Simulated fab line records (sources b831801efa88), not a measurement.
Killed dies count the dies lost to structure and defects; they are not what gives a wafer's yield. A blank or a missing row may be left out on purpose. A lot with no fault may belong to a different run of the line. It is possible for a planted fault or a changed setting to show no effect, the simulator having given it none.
A single fault, viewed from 2 desks :: flow gf180mcu :: what lay behind the numbers comes last; until then each desk has only its own

AT THE METROLOGY DESK
What the gauges read for every lot (on any tool): the sampled wafers with a number, averaged. If a lot's mean is further than 4 standard deviations from the usual mean, the lot is out of limits and carries the mark OUT (the distance appears in the brackets).
Columns: A = DUAL_GATE_OXIDATION_00_THK at GF_DUAL_GATE_THK_MEAS_03, usual 10.88 nm; B = HV_LDD_CVD_54_THK at GF_HV_LDD_THK_MEAS_55, usual 9.93 nm; C = M1_ALCU_RS at GF_M1_RS_MEAS_05, usual 0.0692 ohm/sq; D = M1_ALCU_THK at GF_M1_THK_MEAS_06, usual 446 nm
lot: L997
first seen here: day 7 22:57
A: 10.62
B: 10.18
C: 0.0685
D: 449

lot: L999
first seen here: day 8 15:28
A: 10.91
B: 9.92
C: 0.0683
D: 453

lot: L102
first seen here: day 9 11:29
A: 11.20
B: 9.91
C: 0.0689
D: 448

lot: L105
first seen here: day 10 01:56
A: 10.67
B: 9.87
C: 0.0687
D: 453

lot: L106
first seen here: day 10 08:31
A: 11.22
B: 9.86
C: 0.0688
D: 439

lot: L107
first seen here: day 10 18:01
A: 11.23
B: 9.95
C: 0.0691
D: 432

lot: L108
first seen here: day 11 01:10
A: 10.79
B: 9.82
C: 0.0688
D: 430

lot: L115
first seen here: day 13 01:10
A: 10.86
B: 9.86
C: 0.0687
D: 453

lot: L116
first seen here: day 13 10:10
A: 10.90
B: 9.87
C: 0.0687
D: 445

lot: L117
first seen here: day 13 11:49
A: 10.79
B: 10.01
C: 0.0687
D: 447

lot: L118
first seen here: day 13 16:17
A: 10.93
B: 9.89
C: 0.0703
D: 440
This desk found nothing out of limits on any of the 11 lots.

DESK OF THE TOOL OWNER: pvd_sputter-04
At GF_M1_SPUTTER_04 (material TiN, target thk 50 nm, time 41.7 s) the tool's own readings: per lot run on this tool, the mean of the sampled wafers that have a number. If a lot's mean is further than 4 standard deviations from the usual mean, the lot is out of limits and carries the mark OUT (the distance appears in the brackets).
Columns: A = throttle_valve_pct at GF_M1_SPUTTER_04, usual 30.0 %
lot: L102
first seen here: day 18 15:21
A: 29.8

lot: L105
first seen here: day 19 13:33
A: 30.2

lot: L106
first seen here: day 20 01:27
A: 30.2

lot: L107
first seen here: day 20 07:22
A: 30.1

lot: L108
first seen here: day 20 14:30
A: 30.2

lot: L115
first seen here: day 23 03:17
A: 30.2

lot: L116
first seen here: day 23 11:05
A: 29.6

lot: L117
first seen here: day 23 13:14
A: 29.8
This desk found nothing out of limits on any of the 8 lots.

ALL TOGETHER
From the metrology desk's view, nothing was out of limits.
Nothing out of limits was seen by the tool owner's desk.

WHAT THE SIMULATOR HAD INSERTED
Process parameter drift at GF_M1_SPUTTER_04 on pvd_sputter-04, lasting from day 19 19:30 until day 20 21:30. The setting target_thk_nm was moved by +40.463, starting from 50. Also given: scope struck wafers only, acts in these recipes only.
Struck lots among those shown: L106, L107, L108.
